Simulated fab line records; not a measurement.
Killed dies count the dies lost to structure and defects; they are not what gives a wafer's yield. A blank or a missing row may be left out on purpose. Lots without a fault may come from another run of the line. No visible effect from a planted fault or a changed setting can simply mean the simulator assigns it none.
Which tool is to blame? || flow gf180mcu || 6 lots, 18 wafers sampled, at 2 steps of a route of 602

WHAT EACH GAUGE READ, for each wafer
GF_PSD_OVL_MEAS_08.
{"lot": "L738", "measured": "day 15 03:54", "on": "overlay-02", "PSD_OVL (nm)": "3.6 2.7 2.6"}
{"lot": "L744", "measured": "day 17 00:14", "on": "overlay-02", "PSD_OVL (nm)": "-122.7 -122.9 -122.7"}
{"lot": "L749", "measured": "day 19 01:02", "on": "overlay-01", "PSD_OVL (nm)": "-1.1 0.2 0.7"}
{"lot": "L751", "measured": "day 19 14:22", "on": "overlay-01", "PSD_OVL (nm)": "0.4 2.3 2.1"}
{"lot": "L754", "measured": "day 20 13:37", "on": "overlay-01", "PSD_OVL (nm)": "3.9 1.3 1.9"}
{"lot": "L757", "measured": "day 21 14:49", "on": "overlay-02", "PSD_OVL (nm)": "2.1 2.1 2.6"}

TOOL THAT RAN EACH LOT (tool first, then ch and the chambers of the sampled wafers, then the start)
{"lot": "L738", "GF_PSD_EXPOSE_04": "iline-stepper-01 ch 0, day 14 17:04"}
{"lot": "L744", "GF_PSD_EXPOSE_04": "iline-stepper-02 ch 0, day 16 12:33"}
{"lot": "L749", "GF_PSD_EXPOSE_04": "iline-stepper-01 ch 0, day 18 12:48"}
{"lot": "L751", "GF_PSD_EXPOSE_04": "iline-stepper-01 ch 0, day 19 02:24"}
{"lot": "L754", "GF_PSD_EXPOSE_04": "iline-stepper-01 ch 0, day 20 01:52"}
{"lot": "L757", "GF_PSD_EXPOSE_04": "iline-stepper-01 ch 0, day 21 02:52"}
- GF_PSD_EXPOSE_04: exposes mask Pplus, target cd 400 nm.

THE ANSWER, worked out from the rows above alone
Rule: the usual values come from the lots themselves. Put in order of their means at a reading, lots are off if they are a third of the lots or fewer, leave a main group of 4 or more, and stand apart from it by a gap of 3 or more times the standard deviation of the main group's means; of several such gaps the widest counts. If all means in a main group match to the digits the tables above print for the reading, that group is not used. A lot without any number at a reading at which 4 lots or more have one is off too. Where the step has rows for the other lots, those lots are counted as sound.
Off: L744, at GF_PSD_OVL_MEAS_08 (PSD_OVL). The main group has a mean of 1.8 nm with a standard deviation of 1.
If a tool, at a process step before that reading, ran all the lots that are off and no sound lot after the first of them, it fits. Those tools and the gauges at GF_PSD_OVL_MEAS_08 are tried in the same way. One fits: GF_PSD_EXPOSE_04 on iline-stepper-02. It ran no sound lot before its first lot that is off in this sample, so the start can't be narrowed down.

WHAT HAD BEEN PUT IN BY THE SIMULATOR
Scanner matching overlay: iline-stepper-02, from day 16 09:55 on, at GF_PSD_EXPOSE_04. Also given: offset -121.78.
Shown lots that were struck: L744. This agrees with what the rule above found.
